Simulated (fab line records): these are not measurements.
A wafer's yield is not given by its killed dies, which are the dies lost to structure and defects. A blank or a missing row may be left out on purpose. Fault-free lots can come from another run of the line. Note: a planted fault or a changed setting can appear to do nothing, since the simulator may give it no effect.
Struck lot and sound lot, side by side | flow sky130 | 18 steps out of a route of 708
Sound: wafers L834.1, L834.2, L834.4. Wafers struck: L827.1, L827.2, L827.6. Last of all comes the cause.
Order at every step that has rows: each side's tool, ch and its chambers, its first start. Under that, the readings that differ: sound wafers | struck wafers | difference of the means | sigmas: that difference in standard deviations of wafers without a fault.
alike: readings whose means differ by less than 2 such deviations, and words and numbers that are the same on both sides. not compared: withheld readings, readings that some wafer has no value for, bounds like >300 that may hide the same value, and numbers for which the record gives no deviation and whose values overlap.
The two part at a step that has a row with sigmas, a row that says differs or no value, or rows on one side only. Non-overlapping numbers with no deviation appear without sigmas and do not part them. A reading missing from all wafers of one side parts the sides only when that side holds two or more wafers.

first, 3 steps without rows for these wafers: SKY_SONOS_ONO_WET_ETCH_18 (etches Si3N4 in H3PO4, target depth 15 nm, time 172 s); SKY_GATE_OXIDE_CLEAN_00 (cleans in SC1/SC2, time 150 s); SKY_GATE_OXIDE_OXIDATION_01 (stabilise 600 s, purge 300 s, target thk 10.268 nm).
SKY_GATE_OXIDE_THK_MEAS_02:
  sound on filmMetro-04, day 17 01:31; struck on filmMetro-01, day 14 16:15
  alike: GATE_OXIDE_OXIDATION_00_THK
then, 7 steps without rows for these wafers: SKY_GATE_OXIDE_DEHYDRATE_03 (time 60 s); SKY_GATE_OXIDE_HMDS_04 (prime time 60 s); SKY_GATE_OXIDE_COAT_05 (resist thk 1140 nm); SKY_GATE_OXIDE_SOFTBAKE_06 (time 58.68 s); SKY_GATE_OXIDE_EXPOSE_07 (exposes mask LVOM, target cd 600 nm); SKY_GATE_OXIDE_PEB_08; SKY_GATE_OXIDE_DEVELOP_09 (develop time 60 s).
SKY_GATE_OXIDE_OVL_MEAS_10:
  sound on overlay-01, day 18 06:23; struck on overlay-02, day 15 18:50
  alike: GATE_OXIDE_OVL
SKY_GATE_OXIDE_IMPLANT_11:
  sound on implanter-02 ch 0, day 18 06:25; struck on implanter-01 ch 0, day 15 18:52
reading          | sound                            | struck                          | difference  | sigmas
doseIonsCm2      | 2.6012e+12 2.5976e+12 2.5986e+12 | 1.8462e+12 1.848e+12 1.8408e+12 | -7.5413e+11 | -99 or more
faradayCurrentUA | 14.5 15.2 15.3                   | 10.0 10.4 10.1                  | -4.8        | -16
then, 1 step without rows for these wafers: SKY_GATE_OXIDE_WET_ETCH_12 (etches SiO2 in dHF, target depth 16.8 nm, time 336 s).
SKY_GATE_OXIDE_STRIP_13: strips in O2/N2.
  sound on plasmaAsher-03 ch 0,1, day 18 06:41; struck on plasmaAsher-01 ch 0,1, day 15 19:07
  alike: drypumpMotorCurrentA, n2FlowSccm, oesProductAu, stripTimeToEndpointS
  not compared: rfHoursCounterH
SKY_GATE_OXIDE_TW_MEAS_14:
  sound on filmMetro-01, day 18 06:47; struck on filmMetro-02, day 15 19:13
reading       | sound             | struck            | difference | sigmas
GATE_OXIDE_TW | 225.2 225.9 226.3 | 204.3 204.0 204.4 | -21.6      | -22
then, 1 step without rows for these wafers: SKY_GATE_OXIDE_CLEAN_15 (cleans in SC1/SC2, time 150 s).
-- a jump in the record: the struck wafers' starts before and after are 31 days apart (it breaks off in module GATE_OXIDE and resumes in module PAD_OPEN, where the first step shown is number 708 of the route) --
SKY_PAD_OPEN_PROBE_99:
  sound on prober-01, day 48 22:25; struck on prober-02, day 47 03:58
reading                                 | sound             | struck            | difference | sigmas
model.etest.tipP.rsOhmSq                | 6987 6946 6921    | 7250 7245 7231    | +291       | 
model.etest.pfet_01v8.rOnOhmUm          | 3022 2993 2943    | 3131 3167 3063    | +134       | 
model.etest.nfet_01v8_lvt.driveUaUm     | 578.8 579.4 587.4 | 622.6 600 625.9   | +34.3      | 
model.etest.nfet_01v8_swapped.driveUaUm | 501.7 509.6 510.9 | 549.9 526.9 549   | +34.5      | 
model.etest.nfet_01v8.driveUaUm         | 504.2 508.4 512.3 | 546.6 524.3 554.9 | +33.6      | 
model.etest.nfet_01v8_turned.driveUaUm  | 504.7 509.6 513.9 | 543.7 524.7 551.5 | +30.6      | 
model.etest.sramNfetPass.driveUaUm      | 489.7 482.7 493.1 | 542.6 520 528.2   | +41.8      | 
model.etest.nfet_01v8.rOnOhmUm          | 839.1 841.7 829.9 | 798.2 825.2 783.7 | -34.5      | 
  alike: killed_at_M0_to_M3, killed_at_M4_up, killedAtContacts, killedAtFrontEnd, killedAtOther, killedDies, killedOpen, killedShort

== WHERE THEY PART ==
At SKY_GATE_OXIDE_IMPLANT_11 first; at SKY_GATE_OXIDE_TW_MEAS_14 last (within this record only). Later steps at which nothing parts them and some readings are alike: SKY_PAD_OPEN_PROBE_99.

WHY: whatever the simulator had introduced
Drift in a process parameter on implanter-01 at SKY_GATE_OXIDE_IMPLANT_11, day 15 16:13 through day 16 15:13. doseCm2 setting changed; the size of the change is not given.
